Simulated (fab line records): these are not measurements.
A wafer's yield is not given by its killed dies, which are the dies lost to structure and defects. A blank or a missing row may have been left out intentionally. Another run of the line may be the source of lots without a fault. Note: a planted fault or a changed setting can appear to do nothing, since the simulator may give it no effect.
Lot-split experiment | flow gf180mcu | route with 602 steps; 5 lots, 23 wafers read

## SPLIT DETAILS
At GF_V5_CMP_04 (polishes SiO2), the setting leave_above_ref_nm was moved away from the recipe's 855 nm on 8 of the 23 wafers read, by -6.9% to +6.0%. This setting was run at the recipe's value on the other wafers.

## FROM THE SPLIT TO THE READING: what the file shows between them, 4 steps
- GF_V5_PEB_12: peb time 90 s (also split here: peb_time_s)
- GF_V5_DEVELOP_13: develop time 60 s
- GF_V5_CD_MEAS_14: target cd 260 nm
- GF_V5_ETCH_16: etches BARC in N2/H2

## THE READING
oes_product_au, in a.u., at GF_V5_ETCH_17 (etches SiO2 in C4F8/O2/Ar, stops on TiN, target depth 855 nm). A value of 0.859 a.u. with a standard deviation of 0.0046 a.u. is what fault-free wafers of this fab line usually give.

wafer  | tool, chamber at the split | leave_above_ref_nm as run, nm | against the recipe | oes_product_au, a.u. | against lot-mates on the recipe
L075.2 | cmp-01, 1                  | 855                           | recipe             | 0.861                | -
L075.3 | cmp-01, 3                  | 855                           | recipe             | 0.858                | -
L075.4 | cmp-01, 2                  | 855                           | recipe             | 0.859                | -
L075.5 | cmp-01, 3                  | 855                           | recipe             | 0.862                | -
L075.6 | cmp-01, 2                  | 855                           | recipe             | 0.860                | -
L077.1 | cmp-02, 2                  | 855                           | recipe             | 0.863                | -
L077.2 | cmp-02, 0                  | 795.7                         | -6.9%              | 0.825                | -0.036
L077.4 | cmp-02, 1                  | 795.7                         | -6.9%              | 0.826                | -0.035
L077.5 | cmp-02, 0                  | 855                           | recipe             | 0.859                | -
L077.6 | cmp-02, 1                  | 795.7                         | -6.9%              | 0.830                | -0.031
L080.2 | cmp-01, 1                  | 855                           | recipe             | 0.861                | -
L080.3 | cmp-01, 0                  | 855                           | recipe             | 0.860                | -
L080.6 | cmp-01, 3                  | 855                           | recipe             | 0.854                | -
L084.1 | cmp-02, 0                  | 855                           | recipe             | 0.863                | -
L084.2 | cmp-02, 2                  | 824.3                         | -3.6%              | 0.835                | -0.027
L084.3 | cmp-02, 3                  | 855                           | recipe             | 0.861                | -
L084.5 | cmp-02, 1                  | 824.3                         | -3.6%              | 0.848                | -0.014
L084.6 | cmp-02, 2                  | 824.3                         | -3.6%              | 0.844                | -0.018
L085.1 | cmp-01, 3                  | 906.7                         | +6.0%              | 0.891                | +0.030
L085.2 | cmp-01, 2                  | 906.7                         | +6.0%              | 0.881                | +0.020
L085.3 | cmp-01, 1                  | 855                           | recipe             | 0.854                | -
L085.4 | cmp-01, 0                  | 855                           | recipe             | 0.865                | -
L085.5 | cmp-01, 3                  | 855                           | recipe             | 0.863                | -

FIT RESULTS
A straight line over all 23 wafers: oes_product_au changes by +0.00463 a.u. for each +1% of leave_above_ref_nm; r = +0.97; the points scatter about the line by 0.0038 a.u.
The same after taking each lot's own level away (the mean of its wafers on the recipe; 23 wafers): +0.00473 a.u. for each +1%; r = +0.97; scatter 0.0038 a.u.
According to that fit, moving leave_above_ref_nm by its largest amount changes the reading by 0.033 a.u.
Measured against the standard deviation above, the lots' own levels, which go from 0.8583 to 0.8620 a.u., span 0.8 times it.
So the lot-to-lot level changes the slope little: the two slopes agree.
Check: for one of the wafers moved furthest among these (-6.9%), held out of the fit, the line's prediction against its lot-mates is -0.033 a.u. It came out at -0.036 a.u. against them.

## THE OTHER SPLITS THESE WAFERS WENT THROUGH
These wafers also went through other splits before the reading. Each is held against what the fit with the lots' levels taken away leaves over:
other split on the same wafers | wafers away from the commonest value | r with oes_product_au (lot level and that fit taken away)
GF_V5_PEB_12 peb_time_s        | 8                                    | +0.00

## THE WHOLE CHAIN: every reading that the file lists as answering this split, in the file's order
step          | what it does                                                 | reading                                                                   | change (the file's fit)                   | r (the file's)
GF_V5_CMP_04  | polishes SiO2                                                | SiO2_of_V5_CVD_02.thk_nm (the simulator's own value, which no gauge read) | +8.39 nm for each +1% of the setting      | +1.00
GF_V5_ETCH_17 | etches SiO2 in C4F8/O2/Ar, stops on TiN, target depth 855 nm | oes_product_au                                                            | +0.00474 a.u. for each +1% of the setting | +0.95
GF_V5_ETCH_17 | etches SiO2 in C4F8/O2/Ar, stops on TiN, target depth 855 nm | V5.feature_depth_nm (the simulator's own value, which no gauge read)      | +8.39 nm for each +1% of the setting      | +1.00

## FILE'S OWN FIT
oes_product_au changes by +0.00474 a.u. for each +1% of leave_above_ref_nm, r = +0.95.
